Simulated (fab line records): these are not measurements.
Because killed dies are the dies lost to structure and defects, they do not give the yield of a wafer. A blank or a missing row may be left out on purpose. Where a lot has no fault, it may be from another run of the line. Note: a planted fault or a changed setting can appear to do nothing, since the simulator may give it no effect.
Which tool was responsible? + flow sky130 + Sampling: 7 lots, 21 wafers, 2 of 708 route steps

WHAT THE GAUGES READ, wafer by wafer
SKY_LDD_HVP_TW_MEAS_10.
| lot  | measured     | on            | LDD_HVP_TW  |
|------|--------------|---------------|-------------|
| L359 | day 21 16:14 | film_metro-03 | 460 461 459 |
| L363 | day 23 14:02 | film_metro-04 | 454 456 456 |
| L364 | day 26 11:17 | film_metro-02 | 459 458 459 |
| L368 | day 26 11:37 | film_metro-02 | 458 460 458 |
| L367 | day 26 14:05 | film_metro-04 | 453 453 454 |
| L375 | day 27 14:02 | film_metro-02 | 457 459 459 |
| L380 | day 30 06:03 | film_metro-02 | 462 461 462 |

WHAT TOOL EACH LOT RAN ON (gives the tool, then ch and the chambers of the sampled wafers, and finally the start)
| lot  | SKY_LDD_HVP_IMPLANT_08          |
|------|---------------------------------|
| L359 | implanter-01 ch 0, day 21 15:59 |
| L363 | implanter-02 ch 0, day 23 13:47 |
| L364 | implanter-04 ch 0, day 26 11:02 |
| L368 | implanter-02 ch 0, day 26 11:23 |
| L367 | implanter-04 ch 0, day 26 13:50 |
| L375 | implanter-01 ch 0, day 27 13:47 |
| L380 | implanter-04 ch 0, day 30 05:48 |
- SKY_LDD_HVP_IMPLANT_08

THE ANSWER, worked out from the rows above alone
Rule: usual is defined by the lots themselves. The widest of any qualifying gaps counts: lots, ordered by their means at a reading, are off when they make up no more than a third of the lots, leave a main group of 4 or more, and stand apart from it by 3 or more times the standard deviation of that group's means. Not used: any main group whose means are identical at the precision the tables above print for the reading. A lot without any number at a reading at which 4 lots or more have one is off too. All remaining lots with rows at the step are treated as sound.
No lot is off on any of the readings shown, so nothing can be concluded from this.

WHAT THE SIMULATOR PUT IN
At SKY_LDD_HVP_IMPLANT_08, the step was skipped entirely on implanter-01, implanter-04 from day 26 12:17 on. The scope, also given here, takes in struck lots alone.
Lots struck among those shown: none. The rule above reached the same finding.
